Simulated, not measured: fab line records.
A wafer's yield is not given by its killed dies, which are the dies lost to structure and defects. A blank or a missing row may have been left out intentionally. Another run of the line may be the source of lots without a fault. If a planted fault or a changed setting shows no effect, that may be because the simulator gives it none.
Split-lot trial | flow gf180mcu | 5 lots, 23 wafers read, on a route of 602 steps

== THE SPLIT ITSELF ==
At GF_M2_SPUTTER_00 (material Ti, target thk 37.5 nm, time 150 s), the setting timeS was moved away from the recipe's 150 s on 7 of the 23 wafers read, by -5.1% to +12.8%. For the rest of the wafers, this setting stayed at what the recipe calls for.

The reading is taken at the split's own step.

== THE READING ==
Ti_of_M2_SPUTTER_00.thkNm (the simulator's own value, which no gauge read), in nm, at GF_M2_SPUTTER_00 (material Ti, target thk 37.5 nm, time 150 s). The file gives no usual value for it. Across the 16 wafers here that went through the recipe, the average is 37.26 nm and the standard deviation 0.34 nm.

wafer  | tool, chamber at the split | timeS as run, s | against the recipe | Ti_of_M2_SPUTTER_00.thkNm, nm | against lot-mates on the recipe
L074.1 | pvdSputter-02, -           | 142.3           | -5.1%              | 34.8                          | -2.51
L074.2 | pvdSputter-02, -           | 150             | recipe             | 37.62                         | -
L074.3 | pvdSputter-02, -           | 150             | recipe             | 37                            | -
L074.4 | pvdSputter-02, -           | 142.3           | -5.1%              | 35.75                         | -1.56
L074.6 | pvdSputter-02, -           | 142.3           | -5.1%              | 35.1                          | -2.21
L075.1 | pvdSputter-03, -           | 150             | recipe             | 37                            | -
L075.2 | pvdSputter-03, -           | 150             | recipe             | 37.1                          | -
L075.3 | pvdSputter-03, -           | 150             | recipe             | 37.42                         | -
L075.5 | pvdSputter-03, -           | 150             | recipe             | 36.74                         | -
L075.6 | pvdSputter-03, -           | 150             | recipe             | 37.54                         | -
L077.1 | pvdSputter-02, -           | 150             | recipe             | 36.95                         | -
L077.2 | pvdSputter-02, -           | 169.2           | +12.8%             | 41.9                          | +4.80
L077.4 | pvdSputter-02, -           | 150             | recipe             | 37.8                          | -
L077.5 | pvdSputter-02, -           | 150             | recipe             | 36.54                         | -
L077.6 | pvdSputter-02, -           | 169.2           | +12.8%             | 42.2                          | +5.10
L080.1 | pvdSputter-03, -           | 150             | recipe             | 37.22                         | -
L080.3 | pvdSputter-03, -           | 150             | recipe             | 37.61                         | -
L080.5 | pvdSputter-03, -           | 150             | recipe             | 37.49                         | -
L081.1 | pvdSputter-03, -           | 164.9           | +9.9%              | 41.04                         | +3.67
L081.2 | pvdSputter-03, -           | 150             | recipe             | 37.21                         | -
L081.3 | pvdSputter-03, -           | 164.9           | +9.9%              | 40.99                         | +3.62
L081.4 | pvdSputter-03, -           | 150             | recipe             | 37.53                         | -
L081.6 | pvdSputter-03, -           | 150             | recipe             | 37.37                         | -

FIT RESULTS
A straight line over all 23 wafers: Ti_of_M2_SPUTTER_00.thkNm changes by +0.38 nm for each +1% of timeS; r = +0.99; the points scatter about the line by 0.34 nm.
The same after taking each lot's own level away (the mean of its wafers on the recipe; 23 wafers): +0.385 nm for each +1%; r = +0.99; scatter 0.32 nm.
The reading moves by 4.9 nm for the largest change in timeS, on that fit.
The span of the lots' own levels, 37.097 to 37.440 nm, comes to 1.0 times the standard deviation stated above.
The two slopes are in agreement: the lot-to-lot level therefore moves the slope only a little.
Check: with one of the wafers moved furthest among these (+12.8%) left out of the fit, the line predicts +4.93 nm for it against its lot-mates. Against them it came out at +4.8 nm.

== ADDITIONAL SPLITS CARRIED BY THESE WAFERS ==
Other splits were also applied to these wafers ahead of the reading. Each is held against what the fit with the lots' levels taken away leaves over:
other split on the same wafers     | wafers away from the commonest value | r with Ti_of_M2_SPUTTER_00.thkNm (lot level and that fit taken away)
GF_CONTACT_COAT_09 resistThkNm     | 7                                    | +0.04
GF_CONTACT_SPUTTER_22 powerW       | 6                                    | +0.34
GF_M1_SPUTTER_00 chamberPressurePa | 18                                   | -0.06
GF_V1_COAT_09 resistThkNm          | 8                                    | +0.15
GF_V1_PEB_12 pebTempC              | 6                                    | -0.48

== THE FILE'S OWN FIT ==
Ti_of_M2_SPUTTER_00.thkNm changes by +0.382 nm for each +1% of timeS, r = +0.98.
